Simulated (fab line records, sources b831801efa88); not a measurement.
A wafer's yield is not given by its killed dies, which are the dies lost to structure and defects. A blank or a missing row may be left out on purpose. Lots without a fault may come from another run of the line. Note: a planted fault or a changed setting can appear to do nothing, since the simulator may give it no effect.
Matching of chambers	flow sky130	4 sister chambers for SKY_POLY_CUT_ETCH_11 on rie_diel-03
The step etches Si3N4 in CF4/CH2F2/Ar, stops on poly-Si, time 42.5 s, target depth 60 nm. 14 wafers are shown with their chamber, then 7 later ones without.

## WAFERS WITH THEIR CHAMBER
wafer	chamber	drypump_motor_current_A (A)	oes_product_au (a.u.)	throttle_valve_pct (%)
L710.4	1	6.1	0.824	14.991
L710.5	3	5.4	0.839	15.010
L710.6	2	6.4	0.838	15.001
L714.1	3	5.4	0.833	14.987
L714.2	0	5.9	0.827	14.988
L714.5	2	6.4	0.833	14.971
L716.1	1	6.0	0.832	14.987
L716.3	3	5.4	0.833	14.996
L716.6	1	6.1	0.824	15.014
L717.3	2	6.4	0.825	15.005
L717.4	1	6.0	0.827	14.991
L717.5	1	6.1	0.832	14.986
L719.1	1	6.0	0.841	14.996
L719.4	2	6.4	0.827	14.990

SIGNATURES, as means of the wafers listed above
reading	chamber 0	chamber 1	chamber 2	chamber 3	scatter within a chamber
drypump_motor_current_A	5.900	6.050	6.400	5.400	0.0387
oes_product_au	0.82700	0.83000	0.83075	0.83500	0.00582
throttle_valve_pct	14.98800	14.99417	14.99175	14.99767	0.0122
Rule: distance of a wafer from a chamber = root of the sum over the readings of ((wafer's reading minus chamber's mean) / reading's scatter) squared. If the next closest chamber is less than 2 further off than the closest, the wafer can't be placed; otherwise it belongs to the closest. The scatter: take each reading less its chamber's mean, square it, sum over the shown wafers, divide by the number of wafers less the number of chambers, and take the root.

## WAFERS WITH NO CHAMBER GIVEN
wafer	drypump_motor_current_A (A)	oes_product_au (a.u.)	throttle_valve_pct (%)
L719.5	6.4	0.830	15.007
L725.2	6.0	0.828	15.000
L725.4	6.4	0.826	14.997
L725.6	5.8	0.826	15.002
L729.1	6.4	0.831	14.994
L729.2	5.4	0.835	15.000
L729.4	6.1	0.827	14.986

## WHICH CHAMBER EACH ONE RAN IN
wafer	from the rows above	in truth
L719.5	2	2
L725.2	can't be placed: 1 or 0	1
L725.4	2	2
L725.6	0	0
L729.1	2	2
L729.2	3	3
L729.4	1	1
Correctly placed: 6 of 7. Unplaceable from these rows: 1, with the true chamber sitting among the candidates in 1. Wrongly placed: 0.
